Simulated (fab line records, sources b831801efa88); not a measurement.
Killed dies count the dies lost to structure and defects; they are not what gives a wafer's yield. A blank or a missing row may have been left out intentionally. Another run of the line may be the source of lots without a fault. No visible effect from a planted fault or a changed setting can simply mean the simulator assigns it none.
Which tool is to blame? -- flow gf180mcu -- 13 lots, 39 wafers sampled, at 4 steps of a route of 602

WHAT EACH GAUGE READ, for each wafer
GF_V5_THK_MEAS_25: measures by xrf. Usual: V5_W_THK 342 nm, standard deviation 5.2.
lot,measured,on,V5_W_THK (nm),flag
L207,day 27 05:34,film_metro-02,345 347 343,
L208,day 27 11:44,film_metro-01,346 345 348,
L213,day 29 04:18,film_metro-04,335 339 339,
L214,day 29 15:00,film_metro-02,344 339 343,
L216,day 30 01:49,film_metro-02,350 345 350,
L217,day 30 13:12,film_metro-02,344 340 345,
L221,day 31 13:08,film_metro-02,343 350 347,
L222,day 31 16:50,film_metro-04,337 338 334,
L223,day 31 21:14,film_metro-04,337 338 338,
L224,day 32 06:08,film_metro-01,343 341 347,
L227,day 32 23:29,film_metro-01,342 341 351,
L229,day 33 05:47,film_metro-02,341 344 339,
L230,day 33 14:22,film_metro-01,340 335 339,

GF_PASSIVATION_THK_MEAS_01. Usual: PASSIVATION_CVD_00_THK 1000 nm, standard deviation 12.
lot,measured,on,PASSIVATION_CVD_00_THK (nm),flag
L207,day 28 02:19,film_metro-01,989 970 981,
L208,day 28 09:28,film_metro-04,987 989 989,
L213,day 30 00:46,film_metro-04,1003 991 1007,
L214,day 30 11:25,film_metro-04,985 990 1016,
L216,day 30 21:18,film_metro-03,991 1003 1004,
L217,day 31 08:02,film_metro-01,1001 1002 1013,
L221,day 32 07:55,film_metro-04,1008 998 1010,
L222,day 32 11:05,film_metro-01,995 1006 1008,
L223,day 32 15:08,film_metro-01,1001 991 1007,
L224,day 33 00:24,film_metro-03,998 1008 1007,
L227,day 33 16:22,film_metro-04,979 984 1011,
L229,day 33 22:31,film_metro-01,1002 1022 1008,
L230,day 34 07:04,film_metro-01,1005 1031 1033,

WHICH TOOL RAN EACH LOT (tool, then ch and the chambers of the sampled wafers, then the start)
lot,GF_V2_SPUTTER_22,GF_TOP_METAL_SPUTTER_02
L207,"pvd_sputter-03, day 20 05:57","pvd_sputter-03, day 27 06:04"
L208,"pvd_sputter-02, day 20 13:39","pvd_sputter-03, day 27 12:13"
L213,"pvd_sputter-02, day 22 14:41","pvd_sputter-02, day 29 04:47"
L214,"pvd_sputter-03, day 23 03:20","pvd_sputter-02, day 29 15:29"
L216,"pvd_sputter-04, day 23 17:41","pvd_sputter-01, day 30 02:17"
L217,"pvd_sputter-04, day 24 04:59","pvd_sputter-01, day 30 13:41"
L221,"pvd_sputter-03, day 25 11:28","pvd_sputter-03, day 31 13:35"
L222,"pvd_sputter-03, day 25 15:53","pvd_sputter-01, day 31 17:19"
L223,"pvd_sputter-02, day 25 21:45","pvd_sputter-02, day 31 21:44"
L224,"pvd_sputter-02, day 26 08:14","pvd_sputter-01, day 32 06:37"
L227,"pvd_sputter-02, day 27 07:17","pvd_sputter-01, day 32 23:58"
L229,"pvd_sputter-03, day 27 14:54","pvd_sputter-03, day 33 06:21"
L230,"pvd_sputter-02, day 28 00:14","pvd_sputter-02, day 33 14:50"
- GF_V2_SPUTTER_22: material TiN, target thk 10 nm, time 40 s.
- GF_TOP_METAL_SPUTTER_02: material AlCu, target thk 900 nm, time 47.82 s.

WHAT THE TOOLS THEMSELVES READ (means of the sampled wafers that have a number; where no wafer has one, the mark that the record gives instead)
GF_V2_SPUTTER_22. Usual: 29.8 % for throttle_valve_pct, sd 0.65.
lot,tool,throttle_valve_pct (%),flag
L207,pvd_sputter-03,29.9,
L208,pvd_sputter-02,29.5,
L213,pvd_sputter-02,29.6,
L214,pvd_sputter-03,29.9,
L216,pvd_sputter-04,30.0,
L217,pvd_sputter-04,29.7,
L221,pvd_sputter-03,30.0,
L222,pvd_sputter-03,30.3,
L223,pvd_sputter-02,30.1,
L224,pvd_sputter-02,29.7,
L227,pvd_sputter-02,29.9,
L229,pvd_sputter-03,30.2,
L230,pvd_sputter-02,29.7,

GF_TOP_METAL_SPUTTER_02. Usual: substrate_temp_c 249.99 C, standard deviation 0.19; throttle_valve_pct 29.7 %, standard deviation 0.73.
lot,tool,substrate_temp_c (C),throttle_valve_pct (%),flag
L207,pvd_sputter-03,249.99,29.9,
L208,pvd_sputter-03,250.02,29.9,
L213,pvd_sputter-02,250.14,30.1,
L214,pvd_sputter-02,250.22,29.9,
L216,pvd_sputter-01,249.90,29.3,
L217,pvd_sputter-01,249.92,29.9,
L221,pvd_sputter-03,250.04,29.7,
L222,pvd_sputter-01,249.83,29.2,
L223,pvd_sputter-02,249.72,29.6,
L224,pvd_sputter-01,249.92,29.2,
L227,pvd_sputter-01,250.04,29.3,
L229,pvd_sputter-03,249.98,30.1,
L230,pvd_sputter-02,250.02,29.8,

THE ANSWER, worked out from the rows above alone
Rule: lot off if the mean of its wafers having a number is beyond 3 standard deviations from the usual mean. A lot without any number at a reading at which 4 lots or more have one is off too. Where the step has rows for the other lots, those lots are counted as sound. First the gauges in route order, then the tools' own readings, where a lot's mean is used as printed above. The first step at which some lot is off is used, and at that step the reading that is off furthest; a lot without a number counts as furthest.
Nothing can be told from this: no lot is off at any reading shown.

WHAT THE SIMULATOR HAD PUT IN
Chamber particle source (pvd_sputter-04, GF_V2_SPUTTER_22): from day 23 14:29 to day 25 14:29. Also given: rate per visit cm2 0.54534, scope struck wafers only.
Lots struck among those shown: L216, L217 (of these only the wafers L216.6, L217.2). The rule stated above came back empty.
